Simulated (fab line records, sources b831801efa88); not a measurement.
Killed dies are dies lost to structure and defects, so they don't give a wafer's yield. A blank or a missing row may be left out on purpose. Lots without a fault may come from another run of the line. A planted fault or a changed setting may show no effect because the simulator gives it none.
Problem report in the 8D (eight disciplines) form, filled by code | flow gf180mcu | the parts of the form that need people (team, actions taken, sign-off) are left out

1. THE PROBLEM
HV_LDD_RS at GF_HV_LDD_RS_MEAS_53 reads a mean of 410.7 ohm/sq on 6 wafers of 2 lots; wafers without a fault read 419.1 ohm/sq with a standard deviation of 0.97. That is -8.7 standard deviations from the usual mean.
The step: measures by four-point-probe.
First seen on wafer L922.4, day 17 18:28, on film_metro-02. The record holds 39 wafers of 13 lots with a number at this step. Rule for "out", or "out of limits": more than 4 standard deviations from the usual mean. The other wafers with a number count as sound.

2. WHAT IT IS AND WHAT IT IS NOT
question                    | is                           | is not
which readings at this step | HV_LDD_RS                    | -
which lots                  | L922, L924                   | L905, L907, L909, L910, L911, L914, L915, L919, L921, L925, L926
which wafers of those lots  | all that have a number       | -
read on which gauges        | film_metro-01, film_metro-02 | film_metro-04
when                        | from day 17 18:28            | up to then (27 sound wafers); but 6 sound wafers of L925, L926 came after

3. SUSPECTS, AND WHAT RULES EACH OUT
Counting: a tool at a process step up to the reading stays a suspect if it ran every lot that is out and no sound lot after the first of them.
- the gauge at GF_HV_LDD_RS_MEAS_53: ruled out. The wafers that are out were read on 2 gauges (film_metro-01, film_metro-02).
- plasma_asher-04 at GF_HV_LDD_STRIP_10 (strips in O2/N2): ruled out as a lasting fault. Sound lots L926 ran on it after its first lot that is out, L922 (day 15 00:10).
- implanter-02 at GF_HV_LDD_IMPLANT_35: kept. It ran every lot that is out, first L922 (day 16 19:25), and no sound lot after that; its last sound lot up to then is L915 (day 14 19:34). Its own readings are out on those wafers: beam_energy_keV.
Left after counting: implanter-02 at GF_HV_LDD_IMPLANT_35.

4. THE CAUSE (what the simulator had put in)
Process parameter drift: implanter-02, from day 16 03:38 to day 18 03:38, at GF_HV_LDD_IMPLANT_35. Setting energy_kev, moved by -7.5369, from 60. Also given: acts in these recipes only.
Counting left only this tool.

5. THE CHAIN OF EFFECTS, in route order
Each row: a reading whose mean over the struck wafers that have a number lies more than 3 standard deviations from the usual. Only readings for which the record gives a usual standard deviation are gone through. hours: the time from each lot's start at the first step in this table that gives one to its start at this step, as a median over the lots. sigmas: the change in usual standard deviations.
hours | step                 | reading         | usual        | on struck wafers | change | sigmas
0     | GF_HV_LDD_IMPLANT_35 | beam_energy_keV | 60.000       | 52.489           | -7.511 | -99 or more
24    | GF_HV_LDD_RS_MEAS_53 | HV_LDD_RS       | 419.1 ohm/sq | 410.7            | -8.4   | -8.7
The process steps in it:
- GF_HV_LDD_IMPLANT_35
Later measuring or inspecting steps at which every struck wafer that the step has a row for has a number for every such reading, and none has moved that far: GF_HV_LDD_THK_MEAS_55.

6. WHAT WOULD HAVE CAUGHT IT SOONER
In this record the first reading out of limits at a measuring or inspecting step was taken at day 17 18:28, 39 hours after the fault began at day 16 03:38.
The tool's own readings at GF_HV_LDD_IMPLANT_35 were out on every struck wafer that the step has a row for (beam_energy_keV): an alarm limit on them would have fired on the first of those.
All the lots that are out (2) had begun GF_HV_LDD_IMPLANT_35 on implanter-02 by day 17 18:28. A hold on the tool at that time would have spared none of them.
